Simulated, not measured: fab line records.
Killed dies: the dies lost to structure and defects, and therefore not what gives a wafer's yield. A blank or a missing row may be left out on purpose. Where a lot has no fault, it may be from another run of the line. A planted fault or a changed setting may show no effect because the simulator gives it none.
Which of the tools did it? | flow gf180mcu | 13 lots, 39 wafers sampled, at 5 steps of a route of 602

== WHAT THE GAUGES SHOWED, per wafer ==
GF_VT_IMPLANT_TW_MEAS_10. Usual: VT_IMPLANT_TW 565, standard deviation 5.1.
lot  | measured     | on            | VT_IMPLANT_TW | flag
L507 | day 5 18:54  | film-metro-01 | 571 565 571   |
L508 | day 6 02:57  | film-metro-02 | 574 567 568   |
L510 | day 6 13:10  | film-metro-02 | 567 566 569   |
L511 | day 6 20:44  | film-metro-03 | 559 563 560   |
L512 | day 7 01:55  | film-metro-01 | 564 561 569   |
L513 | day 7 11:47  | film-metro-03 | 586 582 587   | OFF
L514 | day 7 15:20  | film-metro-02 | 567 567 569   |
L515 | day 7 22:53  | film-metro-01 | 592 592 586   | OFF
L524 | day 10 08:37 | film-metro-02 | 568 569 566   |
L525 | day 10 13:51 | film-metro-02 | 569 569 570   |
L527 | day 11 02:53 | film-metro-02 | 572 573 571   |
L528 | day 11 05:38 | film-metro-03 | 556 557 558   |
L529 | day 11 15:05 | film-metro-01 | 567 569 565   |

GF_DUAL_GATE_OVL_MEAS_11. Usual: DUAL_GATE_OVL -0.1 nm, standard deviation 1.6.
lot  | measured     | on         | DUAL_GATE_OVL (nm) | flag
L507 | day 8 13:34  | overlay-01 | 2.8 1.6 0.0        |
L508 | day 8 22:07  | overlay-02 | -1.2 -2.5 -3.2     |
L510 | day 9 10:41  | overlay-01 | 0.1 -0.6 1.7       |
L511 | day 9 19:13  | overlay-01 | 2.8 1.7 -0.1       |
L512 | day 10 01:32 | overlay-01 | 1.1 -0.4 1.0       |
L513 | day 10 10:02 | overlay-02 | -2.1 -2.2 -2.4     |
L514 | day 10 17:20 | overlay-01 | 0.0 -1.4 -0.7      |
L515 | day 11 00:49 | overlay-01 | 1.5 -1.3 1.0       |
L524 | day 13 15:10 | overlay-01 | 0.4 0.5 1.4        |
L525 | day 13 21:41 | overlay-01 | 2.8 1.9 -0.1       |
L527 | day 14 11:40 | overlay-02 | -1.9 -0.3 -3.0     |
L528 | day 14 16:25 | overlay-02 | -2.2 -0.6 -0.5     |
L529 | day 15 02:49 | overlay-01 | -0.1 3.1 2.6       |

GF_POLY_GATE_THK_MEAS_17. Usual: POLY_GATE_OXIDATION_THK 4.01 nm, standard deviation 0.072.
lot  | measured     | on            | POLY_GATE_OXIDATION_THK (nm) | flag
L507 | day 9 11:50  | film-metro-01 | 4.05 4.07 3.93               |
L508 | day 9 21:38  | film-metro-01 | 4.05 4.06 4.08               |
L510 | day 10 10:47 | film-metro-04 | 3.99 4.10 4.00               |
L511 | day 10 19:14 | film-metro-02 | 3.95 3.92 3.92               |
L512 | day 11 00:56 | film-metro-01 | 4.02 3.99 3.93               |
L513 | day 11 10:38 | film-metro-01 | 3.92 3.96 3.92               |
L514 | day 11 18:20 | film-metro-02 | 4.07 4.01 4.07               |
L515 | day 12 03:46 | film-metro-04 | 4.11 4.02 4.08               |
L524 | day 14 18:16 | film-metro-04 | 4.05 4.06 4.13               |
L525 | day 15 02:25 | film-metro-02 | 4.01 3.98 4.01               |
L527 | day 15 16:46 | film-metro-02 | 4.14 4.03 4.02               |
L528 | day 15 22:14 | film-metro-02 | 4.02 4.01 3.95               |
L529 | day 16 08:26 | film-metro-02 | 3.95 4.02 4.07               |

== WHAT TOOL EACH LOT RAN ON (gives the tool, then ch and the chambers of the sampled wafers, and finally the start) ==
lot  | GF_VT_IMPLANT_IMPLANT_08        | GF_POLY_GATE_ETCH_12
L507 | implanter-02 ch 0, day 5 18:40  | rie-diel-04 ch 0,1, day 9 09:55
L508 | implanter-04 ch 0, day 6 02:43  | rie-diel-01 ch 2,3, day 9 19:21
L510 | implanter-04 ch 0, day 6 12:57  | rie-diel-04 ch 0,2,3, day 10 08:31
L511 | implanter-04 ch 0, day 6 20:32  | rie-diel-04 ch 0,2,3, day 10 17:11
L512 | implanter-02 ch 0, day 7 01:41  | rie-diel-02 ch 0,3, day 10 23:25
L513 | implanter-04 ch 0, day 7 11:32  | rie-diel-01 ch 1,2,3, day 11 08:20
L514 | implanter-01 ch 0, day 7 15:05  | rie-diel-04 ch 0,2, day 11 16:17
L515 | implanter-04 ch 0, day 7 22:38  | rie-diel-02 ch 1,2,3, day 12 01:11
L524 | implanter-04 ch 0, day 10 08:24 | rie-diel-02 ch 0,3, day 14 15:14
L525 | implanter-04 ch 0, day 10 13:36 | rie-diel-02 ch 0,3, day 14 20:49
L527 | implanter-04 ch 0, day 11 02:38 | rie-diel-04 ch 0,3, day 15 15:13
L528 | implanter-04 ch 0, day 11 05:24 | rie-diel-04 ch 1,3, day 15 20:43
L529 | implanter-04 ch 0, day 11 14:50 | rie-diel-01 ch 0,2,3, day 16 06:37
- GF_VT_IMPLANT_IMPLANT_08
- GF_POLY_GATE_ETCH_12: etches BARC in N2/H2.

== AS READ BY THE TOOLS THEMSELVES (means over the sampled wafers that have a number; for cases with no such wafer, the mark the record gives instead) ==
GF_VT_IMPLANT_IMPLANT_08. Usual: dose-ions-cm2 8.29e+12, standard deviation 9.7e+09; end-station-pressure-torr 5.04e-06 Torr, standard deviation 2.8e-07; faraday-current-uA 46.8, standard deviation 0.87.
lot  | tool         | dose-ions-cm2 | end-station-pressure-torr (Torr) | faraday-current-uA | flag
L507 | implanter-02 | 8.30e+12      | 5.06e-06                         | 46.4               |
L508 | implanter-04 | 8.29e+12      | 4.91e-06                         | 46.2               |
L510 | implanter-04 | 8.28e+12      | 4.91e-06                         | 47.0               |
L511 | implanter-04 | 8.29e+12      | 4.87e-06                         | 47.0               |
L512 | implanter-02 | 8.29e+12      | 4.91e-06                         | 47.2               |
L513 | implanter-04 | 9.64e+12      | 4.95e-06                         | 55.9               | OFF
L514 | implanter-01 | 8.29e+12      | 5.25e-06                         | 47.1               |
L515 | implanter-04 | 9.65e+12      | 5.30e-06                         | 54.5               | OFF
L524 | implanter-04 | 8.29e+12      | 4.78e-06                         | 46.8               |
L525 | implanter-04 | 8.29e+12      | 5.09e-06                         | 46.8               |
L527 | implanter-04 | 8.29e+12      | 5.07e-06                         | 47.3               |
L528 | implanter-04 | 8.29e+12      | 4.98e-06                         | 46.1               |
L529 | implanter-04 | 8.29e+12      | 5.04e-06                         | 46.1               |

GF_POLY_GATE_ETCH_12. Usual: drypump-motor-current-A 5.7 A, standard deviation 0.45; oes-product-au 0.735 a.u., standard deviation 0.0046; throttle-valve-pct 13.214 %, standard deviation 0.0093.
lot  | tool        | drypump-motor-current-A (A) | oes-product-au (a.u.) | throttle-valve-pct (%) | flag
L507 | rie-diel-04 | 5.9                         | 0.738                 | 13.213                 |
L508 | rie-diel-01 | 5.4                         | 0.736                 | 13.212                 |
L510 | rie-diel-04 | 5.6                         | 0.739                 | 13.216                 |
L511 | rie-diel-04 | 5.6                         | 0.736                 | 13.223                 |
L512 | rie-diel-02 | 5.5                         | 0.736                 | 13.215                 |
L513 | rie-diel-01 | 5.4                         | 0.739                 | 13.216                 |
L514 | rie-diel-04 | 5.7                         | 0.735                 | 13.221                 |
L515 | rie-diel-02 | 5.5                         | 0.733                 | 13.211                 |
L524 | rie-diel-02 | 5.5                         | 0.735                 | 13.206                 |
L525 | rie-diel-02 | 5.5                         | 0.734                 | 13.216                 |
L527 | rie-diel-04 | 5.4                         | 0.735                 | 13.217                 |
L528 | rie-diel-04 | 5.5                         | 0.735                 | 13.212                 |
L529 | rie-diel-01 | 5.8                         | 0.735                 | 13.214                 |

== THE ANSWER, worked out from the rows above alone ==
Rule: a lot counts as off when the mean over its wafers that have a number is more than 3 standard deviations away from the usual mean. A lot without any number at a reading at which 4 lots or more have one is off too. Any other lot the step has rows for is counted as sound. The gauges are gone through in route order, then the tools' own readings, and for those a lot's mean is taken as printed above. At the first step where some lot is off, the reading lying furthest off is the one used; lots without a number count as furthest.
Off: L513, L515, at GF_VT_IMPLANT_TW_MEAS_10 (VT_IMPLANT_TW).
If a tool, at a process step before that reading, ran all the lots that are off and no sound lot after the first of them, it fits. The gauges at GF_VT_IMPLANT_TW_MEAS_10 aren't tried: what is off there is off at GF_VT_IMPLANT_IMPLANT_08 too, on other tools, and a gauge's error can't cause that. No candidate that was tried fits.

== WHAT THE SIMULATOR PUT IN ==
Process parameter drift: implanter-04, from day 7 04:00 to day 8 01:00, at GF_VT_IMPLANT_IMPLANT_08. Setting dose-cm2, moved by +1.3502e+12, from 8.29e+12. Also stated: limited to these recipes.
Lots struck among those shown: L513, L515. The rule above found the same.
